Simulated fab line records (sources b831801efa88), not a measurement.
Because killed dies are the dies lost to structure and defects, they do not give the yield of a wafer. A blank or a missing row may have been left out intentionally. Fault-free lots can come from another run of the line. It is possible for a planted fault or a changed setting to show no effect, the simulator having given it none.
fab line records -- flow gf180mcu -- part 2 of 2: steps 28 to 38 of 38
record: lots: 5, wafers: 15, last_day: 33
route steps=602 shown HV_LDD@210 NSD@235
lots that met no fault: taken from a fault-free run of the same line
start_h: hours from the record's opening day to when the first of the lot's shown wafers began -- wait_h: hours since the lot's step before -- " as in the row above -- L1.1+2: one row covering several wafers at once -- - either no value or no given start -- * or withheld: withheld -- < > ~ a bound
route shown NAME@n: names a module that has steps shown in the file, with the first one's number in the route -- usual: mean and standard deviation over wafers with no fault -- same: alike in all rows -- chamber/n: place in a boat -- sites: the reading at each site -- _std_site: standard deviation across them -- _edge_site: mean of outer sites minus mean of inner sites -- radius_mm: how far each site lies from the wafer's centre -- mask NAME#n: copy n -- behind: tool/chamber where the wafer was last shaped -- hold: reason for holding the lot/hours on hold/outcome of the hold -- device: names the non-switching transistor (n, p or np) -- end of line: the route-end tests of the same wafers -- where a step has no rows: the recipe by itself -- killed: dies lost to structure and defects at the first sort, not the wafer's yield -- map: shows each die of a wafer: x if killed, . if not, _ if none is there
set.NAME: the run value of the setting; set.NAME@STEP: its run value at that earlier step -- model.NAME: the simulator's own value behind a step, which no gauge read
lots seen at some steps along the route; tables by step, rows by wafer
services: the hour from which a tool's chamber was out of use, counted from the record's first day as start_h (under 0 if before that day), plus the number of hours and why
== steps ==
step: GF_NSD_COAT_02
recipe: resist: NOVOLAK, spin_rpm: 3000, resist_thk_nm: 1000
lot.wafer,tool,chamber,start_h,wait_h
L074.1+3+6,litho_track-01,0,290.09,0.1
L080.1+3+4,litho_track-02,0,336.25,0.1
L089.1+2+6,litho_track-03,0,408.06,0.1
L090.1+2+4,litho_track-01,0,411.94,0.1
L094.2+4+5,litho_track-01,0,446.51,0.1
step: GF_NSD_SOFTBAKE_03
recipe: temp_c: 90, time_s: 60, resist: NOVOLAK
lot.wafer,tool,chamber,start_h,wait_h
L074.1+3+6,litho_track-01,0,290.24,0.1
L080.1+3+4,litho_track-02,0,336.40,0.1
L089.1+2+6,litho_track-03,0,408.21,0.1
L090.1+2+4,litho_track-01,0,412.09,0.1
L094.2+4+5,litho_track-01,0,446.66,0.1
step: GF_NSD_EXPOSE_04
recipe: mask_id: Nplus, target_cd_nm: 400, na: 0.6, source_shape: conventional, sigma_outer: 0.6, dose_mj: 140
usual: reticle_temp_C: 23.02/0.11
same: sigma_outer: 0.6
lot.wafer,tool,chamber,start_h,wait_h,mask,reticle_temp_C
L074.1,iline_stepper-01,0,-,-,Nplus#0,23.22
L074.3,iline_stepper-01,0,-,-,Nplus#0,23.01
L074.6,iline_stepper-01,0,-,-,Nplus#0,23.10
L080.1,iline_stepper-01,0,-,-,Nplus#0,23.16
L080.3,iline_stepper-01,0,-,-,Nplus#0,23.05
L080.4,iline_stepper-01,0,-,-,Nplus#0,23.12
L089.1,iline_stepper-02,0,-,-,Nplus#0,23.01
L089.2,iline_stepper-02,0,-,-,Nplus#0,22.99
L089.6,iline_stepper-02,0,-,-,Nplus#0,23.03
L090.1,iline_stepper-02,0,-,-,Nplus#0,22.96
L090.2,iline_stepper-02,0,-,-,Nplus#0,23.11
L090.4,iline_stepper-02,0,-,-,Nplus#0,23.01
L094.2,iline_stepper-01,0,-,-,Nplus#0,23.19
L094.4,iline_stepper-01,0,-,-,Nplus#0,23.13
L094.5,iline_stepper-01,0,-,-,Nplus#0,23.16
step: GF_NSD_PEB_05
recipe: temp_c: withheld, time_s: *, resist: NOVOLAK
lot.wafer,tool,chamber,start_h,wait_h
L074.1+3+6,litho_track-01,0,-,-
L080.1+3+4,litho_track-03,0,-,-
L089.1+2+6,litho_track-01,0,-,-
L090.1+2+4,litho_track-03,0,-,-
L094.2+4+5,litho_track-02,0,-,-
step: GF_NSD_DEVELOP_06
recipe: develop_time_s: 60, dev_temp_c: 23
lot.wafer,tool,chamber,start_h,wait_h
L074.1+3+6,litho_track-01,0,300.54,0.1
L080.1+3+4,litho_track-03,0,346.66,0.1
L089.1+2+6,litho_track-01,0,419.79,0.1
L090.1+2+4,litho_track-03,0,423.90,0.1
L094.2+4+5,litho_track-02,0,458.98,0.1
step: GF_NSD_CD_MEAS_07
recipe: target_cd_nm: 400
usual: cd_nm: 400.4/2.5
lot.wafer,tool,chamber,start_h,wait_h,cd_nm
L074.1,cd_sem-02,-,300.69,0.1,403.6
L074.3,cd_sem-02,-,300.69,0.1,405.4
L074.6,cd_sem-02,-,300.69,0.1,404.7
L080.1,cd_sem-01,-,346.82,0.1,400.2
L080.3,cd_sem-01,-,346.82,0.1,399.5
L080.4,cd_sem-01,-,346.82,0.1,401.0
L089.1,cd_sem-02,-,419.94,0.1,397.3
L089.2,cd_sem-02,-,419.94,0.1,397.6
L089.6,cd_sem-02,-,419.94,0.1,397.1
L090.1,cd_sem-02,-,424.05,0.1,397.6
L090.2,cd_sem-02,-,424.05,0.1,396.4
L090.4,cd_sem-02,-,424.05,0.1,397.0
L094.2,cd_sem-01,-,459.12,0.1,402.8
L094.4,cd_sem-01,-,459.12,0.1,403.1
L094.5,cd_sem-01,-,459.12,0.1,401.2
step: GF_NSD_OVL_MEAS_08
usual: NSD_OVL: -1.5/1.5
lot.wafer,tool,chamber,start_h,wait_h,NSD_OVL[nm]
L074.1,overlay-02,-,300.81,0.1,0.5
L074.3,overlay-02,-,300.81,0.1,1.0
L074.6,overlay-02,-,300.81,0.1,0.1
L080.1,overlay-01,-,346.94,0.1,-4.7
L080.3,overlay-01,-,346.94,0.1,-2.9
L080.4,overlay-01,-,346.94,0.1,-4.8
L089.1,overlay-02,-,420.06,0.1,0.8
L089.2,overlay-02,-,420.06,0.1,0.1
L089.6,overlay-02,-,420.06,0.1,-0.5
L090.1,overlay-01,-,424.17,0.1,0.7
L090.2,overlay-01,-,424.17,0.1,-0.2
L090.4,overlay-01,-,424.17,0.1,-0.8
L094.2,overlay-02,-,459.23,0.1,-2.9
L094.4,overlay-02,-,459.23,0.1,-3.4
L094.5,overlay-02,-,459.23,0.1,-2.7
step: GF_NSD_IMPLANT_09
recipe: species: As, energy_kev: 59.24, dose_cm2: 4e+15, tilt_deg: 7
usual: dose_ions_cm2: 3.999e+15/4.8e+12
lot.wafer,tool,chamber,start_h,wait_h,dose_ions_cm2
L074.1,implanter-04,0,300.85,0.0,4.001e+15
L074.3,implanter-04,0,300.85,0.0,3.995e+15
L074.6,implanter-04,0,300.85,0.0,3.991e+15
L080.1,implanter-04,0,346.98,0.0,3.995e+15
L080.3,implanter-04,0,346.98,0.0,4.005e+15
L080.4,implanter-04,0,346.98,0.0,3.999e+15
L089.1,implanter-02,0,420.09,0.0,3.996e+15
L089.2,implanter-02,0,420.09,0.0,3.995e+15
L089.6,implanter-02,0,420.09,0.0,3.996e+15
L090.1,implanter-02,0,424.21,0.0,3.995e+15
L090.2,implanter-02,0,424.21,0.0,3.994e+15
L090.4,implanter-02,0,424.21,0.0,3.993e+15
L094.2,implanter-02,0,459.28,0.0,3.995e+15
L094.4,implanter-02,0,459.28,0.0,3.993e+15
L094.5,implanter-02,0,459.28,0.0,4e+15
step: GF_NSD_IMPLANT_10
recipe: species: P, energy_kev: 40, dose_cm2: 5e+14, tilt_deg: 7
usual: dose_ions_cm2: 5e+14/5.4e+11
lot.wafer,tool,chamber,start_h,wait_h,dose_ions_cm2
L074.1,implanter-04,0,301.00,0.1,5.01e+14
L074.3,implanter-04,0,301.00,0.1,5.004e+14
L074.6,implanter-04,0,301.00,0.1,4.997e+14
L080.1,implanter-04,0,347.13,0.1,5.006e+14
L080.3,implanter-04,0,347.13,0.1,5.005e+14
L080.4,implanter-04,0,347.13,0.1,5.002e+14
L089.1,implanter-02,0,420.24,0.1,4.995e+14
L089.2,implanter-02,0,420.24,0.1,4.992e+14
L089.6,implanter-02,0,420.24,0.1,4.995e+14
L090.1,implanter-02,0,424.36,0.1,5.001e+14
L090.2,implanter-02,0,424.36,0.1,5.007e+14
L090.4,implanter-02,0,424.36,0.1,5.006e+14
L094.2,implanter-02,0,459.43,0.1,5.011e+14
L094.4,implanter-02,0,459.43,0.1,5.002e+14
L094.5,implanter-02,0,459.43,0.1,4.998e+14
step: GF_NSD_STRIP_11
recipe: chemistry: O2/N2, power_w: 1400, pressure_mtorr: 1500, platen_temp_c: 250, o2_flow_sccm: 3000, n2_flow_sccm: 300, overash_fraction: 0.5
usual: drypump_motor_current_A: 5.9/0.39, heater_power_w: 335/14, oes_product_au: 0.488/0.0049, platen_temp_c: 250.00/0.19, strip_time_to_endpoint_s: 22.87/0.04
lot.wafer,tool,chamber,start_h,wait_h,drypump_motor_current_A,heater_power_w,oes_product_au,platen_temp_c,rf_hours_counter_h,strip_time_to_endpoint_s
L074.1,plasma_asher-03,1,301.15,0.1,5.6,350,0.494,250.06,64,22.87
L074.3,plasma_asher-03,1,301.15,0.1,5.6,342,0.485,250.10,-,22.84
L074.6,plasma_asher-03,0,301.15,0.1,6.1,312,0.484,250.25,-,22.85
L080.1,plasma_asher-03,1,347.28,0.1,5.6,359,0.492,249.82,69,22.89
L080.3,plasma_asher-03,0,347.28,0.1,6.1,321,0.482,250.22,-,22.87
L080.4,plasma_asher-03,1,347.28,0.1,5.6,353,0.488,250.01,-,22.83
L089.1,plasma_asher-03,0,420.39,0.1,6.1,314,0.488,249.88,76,22.81
L089.2,plasma_asher-03,1,420.39,0.1,5.6,351,0.487,249.90,76,22.80
L089.6,plasma_asher-03,1,420.39,0.1,5.6,359,0.496,250.10,-,22.78
L090.1,plasma_asher-04,1,424.51,0.1,6.6,336,0.481,249.95,33,22.89
L090.2,plasma_asher-04,0,424.51,0.1,5.9,330,0.485,249.77,33,22.87
L090.4,plasma_asher-04,1,424.51,0.1,6.6,334,0.491,249.83,-,22.89
L094.2,plasma_asher-03,0,459.62,0.2,6.1,314,0.480,250.20,4,22.93
L094.4,plasma_asher-03,1,459.62,0.2,5.6,332,0.498,250.02,-,22.92
L094.5,plasma_asher-03,0,459.62,0.2,6.1,320,0.487,249.97,-,22.92
step: GF_NSD_TW_MEAS_12
usual: NSD_TW: 4200/76
lot.wafer,tool,chamber,start_h,wait_h,NSD_TW
L074.1,film_metro-02,-,301.25,0.1,4106
L074.3,film_metro-02,-,301.25,0.1,4108
L074.6,film_metro-02,-,301.25,0.1,4117
L080.1,film_metro-04,-,347.38,0.1,4289
L080.3,film_metro-04,-,347.38,0.1,4303
L080.4,film_metro-04,-,347.38,0.1,4282
L089.1,film_metro-02,-,420.49,0.1,4171
L089.2,film_metro-02,-,420.49,0.1,4167
L089.6,film_metro-02,-,420.49,0.1,4163
L090.1,film_metro-04,-,424.61,0.1,4357
L090.2,film_metro-04,-,424.61,0.1,4359
L090.4,film_metro-04,-,424.61,0.1,4361
L094.2,film_metro-04,-,459.73,0.1,4276
L094.4,film_metro-04,-,459.73,0.1,4255
L094.5,film_metro-04,-,459.73,0.1,4246
== services ==
tool,chamber,start_h,hours,kind
implanter-01,-,239.65,4.7,pm
implanter-04,-,250.86,7.3,repair
implanter-02,-,252.76,3.4,pm
implanter-01,-,255.74,0.8,repair
implanter-02,-,257.16,0.7,repair
implanter-02,-,267.44,6.3,repair
implanter-03,-,271.59,4.4,pm
implanter-01,-,273.75,13.2,pm
lpcvd-01,-,273.94,0.7,repair
implanter-02,-,275.99,4.6,pm
implanter-04,-,276.03,2.7,repair
implanter-04,-,301.18,3.9,pm
implanter-04,-,308.65,5.3,repair
implanter-03,-,321.36,11.1,pm
plasma_asher-03,-,323.45,2.5,repair
implanter-02,-,324.84,19.1,repair
implanter-04,-,335.88,5.5,repair
lpcvd-01,-,361.70,2.8,pm
iline_stepper-01,-,377.58,1.1,repair
iline_stepper-01,-,392.93,1.7,pm
implanter-04,-,420.49,22.6,pm
implanter-02,-,447.28,1.0,repair
plasma_asher-04,-,449.06,26.4,repair
implanter-04,-,457.47,4.9,pm
